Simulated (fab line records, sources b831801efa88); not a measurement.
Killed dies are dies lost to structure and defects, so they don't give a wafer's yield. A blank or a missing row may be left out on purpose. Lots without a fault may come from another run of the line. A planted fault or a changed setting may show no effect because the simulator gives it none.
A struck lot beside a sound one | flow sfq_line | 42 steps out of a route of 325
Sound: wafers L751.1, L751.2, L751.3. Struck: wafers L756.1, L756.2, L756.3. The cause comes at the end.
At each step with rows: each side's tool, then ch and its chambers, then its first start. Under that, the readings that differ: sound wafers | struck wafers | difference of the means | sigmas: that difference in standard deviations of wafers without a fault.
alike: readings whose means differ by less than 2 such deviations, and words and numbers that are the same on both sides. not compared: withheld readings, readings that some wafer has no value for, bounds like >300 that may hide the same value, and numbers for which the record gives no deviation and whose values overlap.
The two part at a step that has a row with sigmas, a row that says differs or no value, or rows on one side only. Numbers that don't overlap but have no deviation are shown without sigmas and don't part them. A reading that every wafer of one side lacks parts them only if that side has two wafers or more.

first, 1 step without rows for these wafers: SFQ_TRILAYER_I2_CMP_CMP_064 (polishes SiO2).
SFQ_I2_BOW_MEAS_917:
  sound on film_metro-03, day 19 21:13; struck on film_metro-01, day 22 00:10
  alike: I2_BOW
SFQ_TRILAYER_I2_METRO_MEASURE_065:
  sound on film_metro-03, day 19 21:20; struck on film_metro-01, day 22 00:17
  alike: thk_nm
then, 6 steps without rows for these wafers: SFQ_TRILAYER_I2_VIA_LITHO_COAT_072 (resist thk 62 nm); SFQ_TRILAYER_I2_VIA_LITHO_COAT_067 (resist thk 650 nm); SFQ_TRILAYER_I2_VIA_LITHO_SOFTBAKE_071; SFQ_TRILAYER_I2_VIA_LITHO_EXPOSE_068 (exposes mask I2, target cd 500 nm); SFQ_TRILAYER_I2_VIA_LITHO_PEB_070 (peb time 60 s); SFQ_TRILAYER_I2_VIA_LITHO_DEVELOP_069 (time 60 s).
-- the record jumps here: 4 days lie between the struck wafers' starts before and after --
SFQ_I2_OVL_MEAS_918:
  sound on overlay-02, day 24 13:58; struck on overlay-02, day 26 07:52
  alike: I2_OVL
then, 1 step without rows for these wafers: SFQ_TRILAYER_I2_VIA_BARC_OPEN_VIA_ETCH_096 (etches BARC in O2, target depth 125 nm, time 41.7 s).
SFQ_TRILAYER_I2_VIA_ETCH_VIA_ETCH_070: etches SiO2 in CHF3, stops on Nb, target depth 260 nm.
  sound on rie_diel-04 ch 0,2,3, day 24 14:03; struck on rie_diel-02 ch 1,2,3, day 26 07:57
  alike: bias_w, drypump_motor_current_A, oes_product_au
SFQ_TRILAYER_I2_VIA_STRIP_STRIP_071: strips in O2.
  sound on rie_metal-04 ch 0,1, day 24 14:10; struck on rie_metal-04 ch 0,1, day 26 08:04
  no value came back on the struck wafers for chamber_pressure_mTorr (mTorr), drypump_motor_current_A (A), oes_product_au (a.u.); on the sound wafers chamber_pressure_mTorr (mTorr) reads 49.96 49.94 49.94
  reading                                                  | sound | struck          | difference | sigmas
  model.KrF_of_TRILAYER_I2_VIA_LITHO_COAT_067.thk_nm (nm)  | 0 0 0 | 523.2 530 523.8 | +525.7     |
  model.BARC_of_TRILAYER_I2_VIA_LITHO_COAT_072.thk_nm (nm) | 0 0 0 | 61.87 61.8 62.1 | +61.92     |
  not compared: rf_hours_counter_h
then, 3 steps without rows for these wafers: SFQ_TRILAYER_I2_VIA_STRIP_SOLV_CLEAN_072 (cleans in NMP, time 600 s); SFQ_TRILAYER_M3_DEP_PRE_CLEAN_074 (time 22.5 s); SFQ_TRILAYER_M3_DEP_SPUTTER_073 (material Nb, target thk 200 nm, time 133.3 s).
SFQ_M3_RS_MEAS_919: measures by four-point-probe.
  sound on film_metro-02, day 24 15:04; struck on film_metro-02, day 26 08:58
  alike: M3_NB_RS
then, 6 steps without rows for these wafers: SFQ_TRILAYER_M3_LITHO_COAT_080 (resist thk 62 nm); SFQ_TRILAYER_M3_LITHO_COAT_075 (resist thk 600 nm); SFQ_TRILAYER_M3_LITHO_SOFTBAKE_079; SFQ_TRILAYER_M3_LITHO_EXPOSE_076 (exposes mask M3, target cd 500 nm); SFQ_TRILAYER_M3_LITHO_PEB_078 (peb time 60 s); SFQ_TRILAYER_M3_LITHO_DEVELOP_077 (time 60 s).
-- the record jumps here: 4 days lie between the struck wafers' starts before and after --
SFQ_M3_OVL_MEAS_921:
  sound on overlay-02, day 28 21:22; struck on overlay-01, day 30 11:46
  alike: M3_OVL
SFQ_TRILAYER_M3_BARC_OPEN_METAL_ETCH_100: etches BARC in O2, target depth 125 nm, time 41.7 s.
  sound on rie_metal-01 ch 0,1, day 28 21:25; struck on rie_metal-03 ch 0,1, day 30 11:49
  alike: bias_w, drypump_motor_current_A, oes_product_au
  not compared: rf_hours_counter_h
then, 3 steps without rows for these wafers: SFQ_TRILAYER_M3_ETCH_METAL_ETCH_078 (etches Nb in Cl2/Ar, stops on SiO2, target depth 240 nm, time 120 s); SFQ_TRILAYER_M3_STRIP_STRIP_079 (strips in O2); SFQ_TRILAYER_M3_STRIP_SOLV_CLEAN_080 (cleans in NMP, time 600 s).
SFQ_TRILAYER_I3_DEP_PECVD_081: deposits SiO2 from SiH4/N2O, time 111.11 s, target thk 500 nm.
  sound on pecvd-02 ch 0,1,2, day 28 22:22; struck on pecvd-03 ch 0,1,2, day 30 12:46
  alike: heater_power_outer_w, heater_power_w, showerhead_vpp_V, throttle_valve_pct
SFQ_TRILAYER_I3_CMP_CMP_082: polishes SiO2.
  sound on cmp-02 ch 1,2,3, day 30 05:47; struck on cmp-01 ch 0,1,3, day 32 11:34
  alike: motor_current_A, platen_rpm, time_to_endpoint_s
SFQ_I3_BOW_MEAS_922:
  sound on film_metro-02, day 30 08:17; struck on film_metro-02, day 32 14:34
  alike: I3_BOW
then, 7 steps without rows for these wafers: SFQ_TRILAYER_I3_METRO_MEASURE_083; SFQ_TRILAYER_I3_VIA_LITHO_COAT_090 (resist thk 62 nm); SFQ_TRILAYER_I3_VIA_LITHO_COAT_085 (resist thk 650 nm); SFQ_TRILAYER_I3_VIA_LITHO_SOFTBAKE_089; SFQ_TRILAYER_I3_VIA_LITHO_EXPOSE_086 (exposes mask I3, target cd 500 nm); SFQ_TRILAYER_I3_VIA_LITHO_PEB_088 (peb time 60 s); SFQ_TRILAYER_I3_VIA_LITHO_DEVELOP_087 (time 60 s).
-- the record jumps here: 3 days lie between the struck wafers' starts before and after --
SFQ_I3_OVL_MEAS_923:
  sound on overlay-01, day 33 23:40; struck on overlay-01, day 35 19:37
  alike: I3_OVL
then, 2 steps without rows for these wafers: SFQ_TRILAYER_I3_VIA_BARC_OPEN_VIA_ETCH_121 (etches BARC in O2, target depth 125 nm, time 41.7 s); SFQ_TRILAYER_I3_VIA_ETCH_VIA_ETCH_088 (etches SiO2 in CHF3, stops on Nb, target depth 260 nm).
-- the record jumps here: 43 days lie between the struck wafers' starts before and after --
SFQ_M8_BOW_MEAS_951:
  sound on film_metro-03, day 77 20:43; struck on film_metro-03, day 79 04:37
  reading                 | sound               | struck            | difference | sigmas
  model.etest.m3.ohm_sq   | 0.907 0.9201 0.9148 | 1e+06 1e+06 1e+06 | +1e+06     |
  model.etest.m3.ohm_um   | 1.803 1.831 1.819   | 1e+06 1e+06 1e+06 | +1e+06     |
  model.etest.i3.link_ohm | 1.99 2.025 2.017    | 1e+06 1e+06 1e+06 | +1e+06     |
  model.etest.i2.link_ohm | 1.986 2.003 2.009   | 1e+06 1e+06 1e+06 | +1e+06     |
  alike: M8_BOW

WHERE THEY PART
Only at SFQ_TRILAYER_I2_VIA_STRIP_STRIP_071, within this record. Later steps at which nothing parts them and some readings are alike: SFQ_M3_RS_MEAS_919, SFQ_M3_OVL_MEAS_921, SFQ_TRILAYER_M3_BARC_OPEN_METAL_ETCH_100, SFQ_TRILAYER_I3_DEP_PECVD_081, SFQ_TRILAYER_I3_CMP_CMP_082, SFQ_I3_BOW_MEAS_922, SFQ_I3_OVL_MEAS_923, SFQ_M8_BOW_MEAS_951.

WHY: what the simulator had put in
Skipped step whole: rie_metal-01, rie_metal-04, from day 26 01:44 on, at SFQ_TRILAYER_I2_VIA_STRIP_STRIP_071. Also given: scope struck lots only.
